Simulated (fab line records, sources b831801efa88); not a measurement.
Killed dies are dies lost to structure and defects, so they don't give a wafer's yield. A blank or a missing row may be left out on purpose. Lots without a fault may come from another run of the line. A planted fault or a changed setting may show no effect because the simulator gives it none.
A struck lot beside a sound one | flow sky130 | 15 steps out of a route of 708
Sound: wafers L806.3, L806.4, L806.5. Struck: wafers L814.1, L814.4, L814.5. The cause comes at the end.
At each step with rows: each side's tool, then ch and its chambers, then its first start. Under that, the readings that differ: sound wafers | struck wafers | difference of the means | sigmas: that difference in standard deviations of wafers without a fault.
alike: readings whose means differ by less than 2 such deviations, and words and numbers that are the same on both sides. not compared: withheld readings, readings that some wafer has no value for, bounds like >300 that may hide the same value, and numbers for which the record gives no deviation and whose values overlap.
The two part at a step that has a row with sigmas, a row that says differs or no value, or rows on one side only. Numbers that don't overlap but have no deviation are shown without sigmas and don't part them. A reading that every wafer of one side lacks parts them only if that side has two wafers or more.

SKY_LOCAL_INTERCONNECT_THK_MEAS_02: measures by xrf.
  sound on film_metro-02, day 31 00:09; struck on film_metro-02, day 33 19:44
  alike: LOCAL_INTERCONNECT_TIN_THK
then, 8 steps without rows for these wafers: SKY_LOCAL_INTERCONNECT_DEHYDRATE_03 (time 60 s); SKY_LOCAL_INTERCONNECT_HMDS_04 (prime time 60 s); SKY_LOCAL_INTERCONNECT_COAT_05 (resist thk 60 nm); SKY_LOCAL_INTERCONNECT_COAT_06 (resist thk 450 nm); SKY_LOCAL_INTERCONNECT_SOFTBAKE_07 (time 90 s); SKY_LOCAL_INTERCONNECT_EXPOSE_08 (exposes mask LI1M, target cd 170 nm); SKY_LOCAL_INTERCONNECT_PEB_09; SKY_LOCAL_INTERCONNECT_DEVELOP_10 (develop time 60 s).
SKY_LOCAL_INTERCONNECT_CD_MEAS_11: target cd 170 nm.
  sound on cd_sem-02, day 32 04:15; struck on cd_sem-01, day 34 22:36
  alike: cd_nm
SKY_LOCAL_INTERCONNECT_OVL_MEAS_12:
  sound on overlay-01, day 32 04:20; struck on overlay-02, day 34 22:43
  reading                     | sound | struck   | difference | sigmas
  LOCAL_INTERCONNECT_OVL (nm) | 6 8 7 | -1 -6 -4 | -11        | -2
SKY_LOCAL_INTERCONNECT_ETCH_13: etches BARC in N2/H2, stops on SiO2, time 45.9 s, target depth 60 nm.
  sound on rie_metal-04 ch 0,1, day 32 04:23; struck on rie_metal-04 ch 0,1, day 34 22:46
  alike: bias_w, drypump_motor_current_A, oes_product_au, throttle_valve_pct
  not compared: rf_hours_counter_h
SKY_LOCAL_INTERCONNECT_METAL_ETCH_14: etches TiN in Cl2/BCl3, stops on PSG, target depth 110 nm, time 31.4 s.
  sound on rie_metal-04 ch 0,1, day 32 04:27; struck on rie_metal-04 ch 0,1, day 34 22:49
  reading    | sound             | struck            | difference | sigmas
  bias_w (W) | 48.66 48.40 48.50 | 45.92 45.97 45.89 | -2.59      | -19
  alike: drypump_motor_current_A, oes_product_au, throttle_valve_pct
  not compared: rf_hours_counter_h
SKY_LOCAL_INTERCONNECT_STRIP_15: strips in O2/N2.
  sound on plasma_asher-03 ch 0,1, day 32 04:31; struck on plasma_asher-04 ch 0,1, day 34 22:52
  alike: drypump_motor_current_A, oes_product_au, strip_time_to_endpoint_s
  not compared: rf_hours_counter_h
-- the record jumps here: 14 days lie between the struck wafers' starts before and after (it left off in module LOCAL_INTERCONNECT and takes up again in module PAD_OPEN, whose first step shown is number 708 of the route) --
SKY_PAD_OPEN_PROBE_99:
  sound on prober-01, day 47 03:17; struck on prober-01, day 49 02:05
  alike: killed_at_M0_to_M3, killed_at_M4_up, killed_at_contacts, killed_at_front_end, killed_at_other, killed_dies, killed_open, killed_short

WHERE THEY PART
First at SKY_LOCAL_INTERCONNECT_OVL_MEAS_12; last, within this record, at SKY_LOCAL_INTERCONNECT_METAL_ETCH_14. Later steps at which nothing parts them and some readings are alike: SKY_LOCAL_INTERCONNECT_STRIP_15, SKY_PAD_OPEN_PROBE_99.

WHY: what the simulator had put in
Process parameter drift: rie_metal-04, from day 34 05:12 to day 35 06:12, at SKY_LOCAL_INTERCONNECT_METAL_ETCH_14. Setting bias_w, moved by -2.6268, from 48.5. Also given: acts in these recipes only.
